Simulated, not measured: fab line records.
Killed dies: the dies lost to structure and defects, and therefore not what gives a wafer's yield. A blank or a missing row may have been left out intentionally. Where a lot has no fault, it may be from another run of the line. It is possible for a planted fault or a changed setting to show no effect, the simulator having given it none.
Chamber matching    flow sky130    SKY_CAPM_CVD_00 on pecvd-03 has 3 sister chambers
The step deposits SiO2, target thk 15.5 nm. 6 wafers are shown with their chamber, then 8 later ones without.

== WAFERS, EACH WITH ITS CHAMBER ==
wafer   chamber  heater_power_w (W)
L080.1  0        1000
L080.4  0        978
L081.2  2        720
L081.3  1        611
L081.4  2        732
L085.3  1        667

== WAFERS WITHOUT THEIR CHAMBER ==
wafer   heater_power_w (W)
L085.5  662
L085.6  694
L093.1  671
L093.3  725
L093.6  732
L096.3  621
L096.4  628
L096.6  606

== CHAMBER TAKEN BY EACH ==
wafer    from the rows above       in truth
L085.5   can't be placed: 1 or 2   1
L085.6   can't be placed: 2 or 1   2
L093.1   can't be placed: 1 or 2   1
L093.3   2                         2
L093.6   2                         2
L096.3   1                         1
L096.4   1                         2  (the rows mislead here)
L096.6   1                         1
Correctly placed: 4 of 8. From these rows, 3 cannot be placed; in 3 the true chamber is one of the candidates. 1 placed wrongly.
How it was worked out, from the rows above alone: a wafer's distance from a chamber is the root of the sum, over the readings, of the square of ((its reading less the chamber's mean) divided by the reading's scatter). The wafer belongs to the nearest chamber; if the next one is less than 2 further off, it can't be placed. Each chamber's mean is taken over the wafers shown for it. The scatter is the square root of a quotient: the sum, over the shown wafers, of each reading's squared deviation from its chamber's mean, divided by wafers minus chambers.
